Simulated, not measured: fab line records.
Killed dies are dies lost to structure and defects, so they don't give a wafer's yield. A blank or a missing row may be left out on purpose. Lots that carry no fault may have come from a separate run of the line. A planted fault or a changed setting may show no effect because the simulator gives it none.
Chamber matching / flow sky130 / cmp-01 running SKY_VIA3_CMP_24: 4 sister chambers
The step polishes, stops on SiO2, t overpolish 20 s, target thk 0 nm. 8 wafers are shown with their chamber, then 12 later ones without.

WAFERS WITH THEIR CHAMBER
wafer=L086.3; chamber=2; motor current A (A)=11.7; time to endpoint s (s)=98
wafer=L089.3; chamber=3; motor current A (A)=11.0; time to endpoint s (s)=99
wafer=L091.2; chamber=0; motor current A (A)=12.1; time to endpoint s (s)=105
wafer=L091.4; chamber=1; motor current A (A)=10.4; time to endpoint s (s)=98
wafer=L091.6; chamber=3; motor current A (A)=10.8; time to endpoint s (s)=98
wafer=L090.2; chamber=0; motor current A (A)=11.8; time to endpoint s (s)=100
wafer=L090.3; chamber=1; motor current A (A)=10.3; time to endpoint s (s)=95
wafer=L090.5; chamber=2; motor current A (A)=11.6; time to endpoint s (s)=96

WAFERS WITH NO CHAMBER GIVEN
wafer=L092.1; motor current A (A)=11.8; time to endpoint s (s)=104
wafer=L092.4; motor current A (A)=10.7; time to endpoint s (s)=102
wafer=L092.5; motor current A (A)=11.6; time to endpoint s (s)=105
wafer=L093.2; motor current A (A)=11.2; time to endpoint s (s)=102
wafer=L093.3; motor current A (A)=11.7; time to endpoint s (s)=101
wafer=L093.5; motor current A (A)=11.0; time to endpoint s (s)=101
wafer=L094.1; motor current A (A)=11.7; time to endpoint s (s)=103
wafer=L094.4; motor current A (A)=9.7; time to endpoint s (s)=100
wafer=L094.5; motor current A (A)=12.1; time to endpoint s (s)=104
wafer=L096.1; motor current A (A)=9.7; time to endpoint s (s)=98
wafer=L096.2; motor current A (A)=11.6; time to endpoint s (s)=99
wafer=L096.3; motor current A (A)=11.6; time to endpoint s (s)=100

EACH ONE'S CHAMBER
wafer=L092.1; from the rows above=0; in truth=0
wafer=L092.4; from the rows above=can't be placed: 3 or 1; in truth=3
wafer=L092.5; from the rows above=can't be placed: 0 or 2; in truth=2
wafer=L093.2; from the rows above=can't be placed: 3 or 2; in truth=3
wafer=L093.3; from the rows above=can't be placed: 2 or 0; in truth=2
wafer=L093.5; from the rows above=3; in truth=3
wafer=L094.1; from the rows above=can't be placed: 0 or 2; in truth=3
wafer=L094.4; from the rows above=1; in truth=1
wafer=L094.5; from the rows above=0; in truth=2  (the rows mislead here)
wafer=L096.1; from the rows above=1; in truth=1
wafer=L096.2; from the rows above=2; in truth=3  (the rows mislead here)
wafer=L096.3; from the rows above=can't be placed: 2 or 0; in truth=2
Placed correctly: 4 of 12. Cannot be placed on the basis of these rows: 6; the candidates contain the true chamber in 5. 2 placed wrongly.
How it was worked out, from the rows above alone: a wafer's distance from a chamber is the root of the sum, over the readings, of the square of ((its reading less the chamber's mean) divided by the reading's scatter). If the next closest chamber is less than 2 further off than the closest, the wafer can't be placed; otherwise it belongs to the closest. A chamber's mean is the mean of its shown wafers. The scatter is the square root of a quotient: the sum, over the shown wafers, of each reading's squared deviation from its chamber's mean, divided by wafers minus chambers.
